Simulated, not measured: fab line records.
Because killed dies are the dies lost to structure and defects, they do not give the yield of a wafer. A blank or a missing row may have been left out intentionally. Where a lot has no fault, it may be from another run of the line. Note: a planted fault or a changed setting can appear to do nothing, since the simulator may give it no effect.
fab line records    flow sky130
record lots=12  wafers=36  last_day=50
route steps=708 shown POLY_CUT@318 SD_N@348 LI_CONTACT@377
lots that met no fault: from a run of the same line without faults
start_h: start of the lot's first displayed wafer, in hours after the record's first day    wait_h: hours since the lot's step before    " as in the row above    L1.1+2: a row that stands for several wafers    - either no value or no given start    * or withheld: withheld    < > ~ a bound
route shown NAME@n: a module of which the file shows steps, and the number in the route of the first    usual: mean/standard deviation taken from wafers without a fault    same: alike in all rows    chamber/n: place in a boat    sites: each site's reading    _std_site: the values' standard deviation    _edge_site: mean of outer sites minus mean of inner sites    radius_mm: how far each site lies from the wafer's centre    mask NAME#n: copy n    behind: the last tool/chamber to shape the wafer    hold: reason for holding the lot/hours on hold/outcome of the hold    device: transistor that didn't switch, given as n, p or np    end of line: at the end of the route, the tests of the same wafers    a step with no rows: only its recipe    killed: dies that structure and defects cost at the first sort, which is not the same as the wafer's yield    map: the dies of a wafer, with x for killed, . for not killed, _ for no die there
set.NAME: the setting that was run; set.NAME@STEP: the one run at that earlier step    model.NAME: the simulator's own value behind a step, which no gauge read
the route's steps for a sample of lots (tables are steps, rows are wafers)
services: the hour from which a tool's chamber was out of use, counted from the record's first day as start_h (under 0 if before that day), plus the number of hours and why
## steps
# step SKY_POLY_CUT_ETCH_11
# recipe target=Si3N4  chemistry=CF4/CH2F2/Ar  stop_on=poly-Si  source_w=600  bias_w=150  pressure_mtorr=40  cf4_flow_sccm=40  ch2f2_flow_sccm=20  Ar_flow_sccm=150  time_s=42.5  target_depth_a=600
# usual drypump_motor_current_A=5.7/0.4  oes_product_au=0.828/0.0057  rf_fwd_power_W=593.4/2.6  throttle_valve_pct=14.993/0.0089
lot.wafer  tool         chamber  start_h  wait_h  drypump_motor_current_A  oes_product_au  rf_fwd_power_W  rf_hours_counter_h  throttle_valve_pct
L975.3     rie_diel-03  0        578.07   0.0     5.6                      0.832           597.8           7                   14.984
L975.4     "            2        "        "       6.4                      0.824           594.8           0                   14.978
L975.6     "            3        "        "       5.5                      0.821           593.0           -                   15.005
L977.2     rie_diel-03  1        583.57   0.0     5.9                      0.837           597.2           16                  14.989
L977.5     "            0        "        "       5.6                      0.832           595.6           -                   15.006
L977.6     "            1        "        "       5.9                      0.832           597.1           -                   14.994
L978.1     rie_diel-04  1        605.78   0.0     5.6                      0.835           593.5           5                   14.995
L978.2     "            3        "        "       6.1                      0.828           592.6           64                  15.003
L978.6     "            0        "        "       5.1                      0.823           592.7           -                   14.992
L981.1     rie_diel-01  3        624.98   0.0     5.7                      0.841           598.5           3                   14.985
L981.3     "            1        "        "       5.1                      0.823           593.3           4                   15.001
L981.5     "            3        "        "       5.7                      0.837           598.1           -                   14.984
L982.1     rie_diel-01  1        628.12   0.0     5.1                      0.821           594.6           4                   15.007
L982.3     "            0        "        "       5.5                      0.829           587.6           5                   15.014
L982.5     "            2        "        "       6.2                      0.815           599.4           -                   15.006
L984.2     rie_diel-03  0        643.33   0.0     5.6                      0.831           597.5           9                   14.987
L984.3     "            2        "        "       6.3                      0.817           594.6           2                   14.981
L984.5     "            2        "        "       6.3                      0.825           593.1           -                   15.007
L985.1     rie_diel-01  2        651.53   0.0     6.2                      0.833           596.3           19                  14.987
L985.5     "            1        "        "       5.1                      0.828           594.4           -                   14.991
L985.6     "            0        "        "       5.5                      0.836           594.1           -                   14.987
L988.1     rie_diel-03  2        678.58   0.0     6.4                      0.834           592.3           2                   14.998
L988.5     "            1        "        "       5.9                      0.827           595.4           -                   15.002
L988.6     "            0        "        "       5.6                      0.831           597.3           -                   14.987
L990.3     rie_diel-04  1        693.98   0.0     5.5                      0.836           592.7           7                   14.998
L990.4     "            3        "        "       6.1                      0.829           592.3           1                   14.995
L990.6     "            3        "        "       6.1                      0.835           593.9           -                   15.002
L993.1     rie_diel-04  3        726.58   0.0     6.1                      0.827           592.5           1                   14.983
L993.2     "            2        "        "       6.3                      0.818           593.7           3                   15.004
L993.6     "            3        "        "       6.1                      0.823           591.5           -                   14.993
L996.3     rie_diel-01  0        746.83   0.0     5.5                      0.828           593.2           8                   14.998
L996.5     "            3        "        "       5.7                      0.834           590.7           -                   14.985
L996.6     "            0        "        "       5.5                      0.827           590.2           -                   14.993
L995.2     rie_diel-04  1        747.18   0.0     5.6                      0.826           593.2           8                   14.986
L995.5     "            1        "        "       5.6                      0.834           592.4           -                   14.999
L995.6     "            2        "        "       6.3                      0.823           593.5           -                   14.998
# step SKY_SD_N_DEVELOP_06
# recipe resist=NOVOLAK  developer=TMAH  develop_time_s=60  dev_temp_c=23
# usual chill_plate_temp_C=23.00/0.098  developer_temp_C=23.00/0.1
lot.wafer  tool            chamber  start_h  wait_h  chill_plate_temp_C  developer_temp_C
L975.3     litho_track-02  0        666.18   0.1     23.08               22.92
L975.4     "               0        "        "       22.99               22.96
L975.6     "               0        "        "       22.97               22.89
L977.2     litho_track-04  0        670.46   0.1     23.00               22.91
L977.5     "               0        "        "       23.03               22.79
L977.6     "               0        "        "       23.11               22.85
L978.1     litho_track-03  0        690.77   0.1     23.13               22.87
L978.2     "               0        "        "       23.13               22.96
L978.6     "               0        "        "       22.98               23.02
L981.1     litho_track-03  0        708.27   0.1     22.93               23.06
L981.3     "               0        "        "       23.07               23.02
L981.5     "               0        "        "       22.93               23.03
L982.1     litho_track-02  0        712.63   0.1     23.06               22.96
L982.3     "               0        "        "       23.11               22.74
L982.5     "               0        "        "       23.12               22.99
L984.2     litho_track-02  0        726.56   0.1     23.04               23.13
L984.3     "               0        "        "       23.08               23.05
L984.5     "               0        "        "       22.97               23.11
L985.1     litho_track-02  0        735.28   0.1     23.04               23.00
L985.5     "               0        "        "       23.04               22.90
L985.6     "               0        "        "       23.05               22.80
L988.1     litho_track-02  0        760.33   0.1     22.96               20.78
L988.5     "               0        "        "       22.98               20.72
L988.6     "               0        "        "       22.99               20.85
L990.3     litho_track-02  0        774.88   0.1     23.06               20.68
L990.4     "               0        "        "       22.99               20.64
L990.6     "               0        "        "       22.94               20.73
L993.1     litho_track-03  0        807.82   0.1     23.05               23.08
L993.2     "               0        "        "       22.83               23.07
L993.6     "               0        "        "       23.01               23.19
L996.3     litho_track-03  0        824.17   0.1     23.07               22.79
L996.5     "               0        "        "       22.90               22.93
L996.6     "               0        "        "       22.99               23.15
L995.2     litho_track-03  0        824.80   0.1     23.01               23.17
L995.5     "               0        "        "       23.04               23.14
L995.6     "               0        "        "       23.04               23.22
# step SKY_SD_N_CD_MEAS_07
# recipe target_cd_nm=380
# usual cd_nm=380.0/2.5
lot.wafer  tool       chamber  start_h  wait_h  cd_nm
L975.3     cd_sem-02  -        666.32   0.1     379.0
L975.4     "          -        "        "       381.0
L975.6     "          -        "        "       381.2
L977.2     cd_sem-02  -        670.60   0.1     378.8
L977.5     "          -        "        "       380.3
L977.6     "          -        "        "       377.7
L978.1     cd_sem-01  -        690.92   0.1     382.7
L978.2     "          -        "        "       385.1
L978.6     "          -        "        "       382.3
L981.1     cd_sem-01  -        708.42   0.1     379.7
L981.3     "          -        "        "       379.8
L981.5     "          -        "        "       379.4
L982.1     cd_sem-01  -        712.78   0.1     380.7
L982.3     "          -        "        "       379.6
L982.5     "          -        "        "       376.9
L984.2     cd_sem-02  -        726.70   0.1     381.3
L984.3     "          -        "        "       382.5
L984.5     "          -        "        "       380.7
L985.1     cd_sem-02  -        735.43   0.1     380.2
L985.5     "          -        "        "       380.3
L985.6     "          -        "        "       378.6
L988.1     cd_sem-01  -        760.48   0.1     389.9
L988.5     "          -        "        "       391.8
L988.6     "          -        "        "       389.1
L990.3     cd_sem-01  -        775.02   0.1     381.5
L990.4     "          -        "        "       383.7
L990.6     "          -        "        "       381.8
L993.1     cd_sem-01  -        807.97   0.1     381.2
L993.2     "          -        "        "       380.3
L993.6     "          -        "        "       379.1
L996.3     cd_sem-02  -        824.31   0.1     376.7
L996.5     "          -        "        "       377.2
L996.6     "          -        "        "       377.1
L995.2     cd_sem-02  -        824.94   0.1     381.9
L995.5     "          -        "        "       385.5
L995.6     "          -        "        "       383.5
# step SKY_SD_N_OVL_MEAS_08
# usual SD_N_OVL=1.8/1.4
lot.wafer  tool        chamber  start_h  wait_h  SD_N_OVL[nm]
L975.3     overlay-01  -        666.42   0.1     0.1
L975.4     "           -        "        "       1.4
L975.6     "           -        "        "       0.9
L977.2     overlay-02  -        670.71   0.1     -0.2
L977.5     "           -        "        "       2.6
L977.6     "           -        "        "       0.3
L978.1     overlay-02  -        691.04   0.1     1.8
L978.2     "           -        "        "       2.9
L978.6     "           -        "        "       1.9
L981.1     overlay-02  -        708.54   0.1     3.5
L981.3     "           -        "        "       3.8
L981.5     "           -        "        "       3.2
L982.1     overlay-01  -        712.90   0.1     0.8
L982.3     "           -        "        "       2.3
L982.5     "           -        "        "       -0.8
L984.2     overlay-02  -        726.81   0.1     1.4
L984.3     "           -        "        "       -0.1
L984.5     "           -        "        "       0.3
L985.1     overlay-01  -        735.55   0.1     -0.2
L985.5     "           -        "        "       2.3
L985.6     "           -        "        "       1.8
L988.1     overlay-02  -        760.60   0.1     2.5
L988.5     "           -        "        "       2.0
L988.6     "           -        "        "       2.0
L990.3     overlay-01  -        775.12   0.1     2.1
L990.4     "           -        "        "       1.3
L990.6     "           -        "        "       2.7
L993.1     overlay-02  -        808.09   0.1     3.6
L993.2     "           -        "        "       1.5
L993.6     "           -        "        "       2.6
L996.3     overlay-02  -        824.41   0.1     2.9
L996.5     "           -        "        "       4.5
L996.6     "           -        "        "       2.5
L995.2     overlay-01  -        825.05   0.1     3.6
L995.5     "           -        "        "       3.8
L995.6     "           -        "        "       5.0
# step SKY_LI_CONTACT_ETCH_15
# recipe target=PSG  chemistry=C4F8/O2/Ar  stop_on=Si  taper_deg=4.15  mask_material=KrF-thick  source_w=1500  bias_w=1200  pressure_mtorr=40  c4f8_flow_sccm=withheld  O2_flow_sccm=6  Ar_flow_sccm=300  time_s=withheld  target_depth_a=6000
# usual oes_product_au=0.837/0.0049  rf_fwd_power_W=1493/5.3
lot.wafer  tool         chamber  start_h  wait_h  oes_product_au  rf_fwd_power_W
L975.3     rie_diel-04  1        696.08   0.0     0.831           1489
L975.4     "            3        "        "       0.832           1490
L975.6     "            3        "        "       0.840           1490
L977.2     rie_diel-02  3        700.53   0.0     0.835           1495
L977.5     "            2        "        "       0.842           1491
L977.6     "            3        "        "       0.836           1490
L978.1     rie_diel-01  3        720.17   0.0     0.838           1499
L978.2     "            0        "        "       0.841           1479
L978.6     "            3        "        "       0.839           1499
L981.1     rie_diel-04  0        737.18   0.0     0.839           1497
L981.3     "            1        "        "       0.831           1488
L981.5     "            0        "        "       0.840           1491
L982.1     rie_diel-02  2        741.68   0.0     0.846           1492
L982.3     "            1        "        "       0.835           1491
L982.5     "            2        "        "       0.839           1499
L984.2     rie_diel-04  0        755.48   0.0     0.825           1481
L984.3     "            1        "        "       0.842           1489
L984.5     "            3        "        "       0.836           1490
L985.1     rie_diel-02  0        763.83   0.0     0.833           1498
L985.5     "            0        "        "       0.836           1498
L985.6     "            3        "        "       0.832           1495
L988.1     rie_diel-04  3        789.13   0.0     0.826           1487
L988.5     "            1        "        "       0.833           1488
L988.6     "            2        "        "       0.834           1497
L990.3     rie_diel-01  2        803.47   0.0     0.835           1492
L990.4     "            0        "        "       0.838           1498
L990.6     "            3        "        "       0.835           1490
L993.1     rie_diel-04  2        835.08   0.0     0.845           1499
L993.2     "            1        "        "       0.833           1494
L993.6     "            2        "        "       0.838           1485
L996.3     rie_diel-01  2        852.34   0.0     0.835           1500
L996.5     "            0        "        "       0.843           1489
L996.6     "            3        "        "       0.838           1498
L995.2     rie_diel-04  3        853.23   0.0     0.840           1489
L995.5     "            0        "        "       0.838           1487
L995.6     "            1        "        "       0.837           1488
## services
tool         chamber  start_h  hours  kind
rie_diel-02  -        568.81   0.3    repair
rie_diel-02  2        578.01   3.8    repair
rie_diel-01  2        598.48   12.2   repair
rie_diel-04  3        634.58   -      clean
rie_diel-04  3        634.58   14.2   scheduled_down
rie_diel-04  3        634.58   14.2   vent_cycle
rie_diel-02  0        693.86   7.1    repair
rie_diel-02  2        697.79   2.1    repair
rie_diel-04  3        716.22   3.0    repair
rie_diel-02  2        719.87   12.0   repair
rie_diel-02  3        732.72   -      clean
rie_diel-01  2        737.68   3.0    repair
rie_diel-01  -        747.33   0.3    repair
rie_diel-01  -        763.05   0.5    repair
rie_diel-04  1        799.18   4.8    repair
rie_diel-04  2        808.28   3.8    repair
rie_diel-01  -        808.38   2.8    pm
rie_diel-01  0        812.68   1.4    repair
rie_diel-03  1        814.03   10.9   repair
rie_diel-03  2        815.28   19.9   repair
rie_diel-02  2        817.34   3.7    repair
rie_diel-02  1        842.27   3.7    repair
rie_diel-03  3        846.48   13.8   repair
rie_diel-02  2        848.65   2.1    repair
## key
first_sign step=SKY_SD_N_DEVELOP_06  reading=developer_temp_C  direction=down  sigmas=22  usual=*  struck=*
effect step=SKY_SD_N_CD_MEAS_07  reading=cd_nm  direction=up  sigmas=2.5  usual=380.0  struck=386.3  through=control_loop
met_at SKY_SD_N_DEVELOP_06
struck_lots L988,L990
tester_left_out L988,L990
loop_trim step=SKY_SD_N_EXPOSE_04  setting=dose  lots=L990
not_acting_at SKY_POLY_CUT_ETCH_11,SKY_SD_N_OVL_MEAS_08,SKY_LI_CONTACT_ETCH_15
onset_between 735.28 760.33
fault kind=process_parameter_drift  tool=litho_track-02  chamber=-  onset_h=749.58  steps=SKY_SD_N_DEVELOP_06  channel=dev_temp_c  offset=*  shape=step  end_h=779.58  acts_in=*  stated=*
# tester_left_out: of these lots the tester's yield and bins aren't shown, on N5 and GAA mostly nor the transistor test; their killed dies are dies lost to structure and defects alone, not to doping, threshold or leakage, so they don't give the yield
# loop_trim: a control loop set the setting to another value than it would have without faults
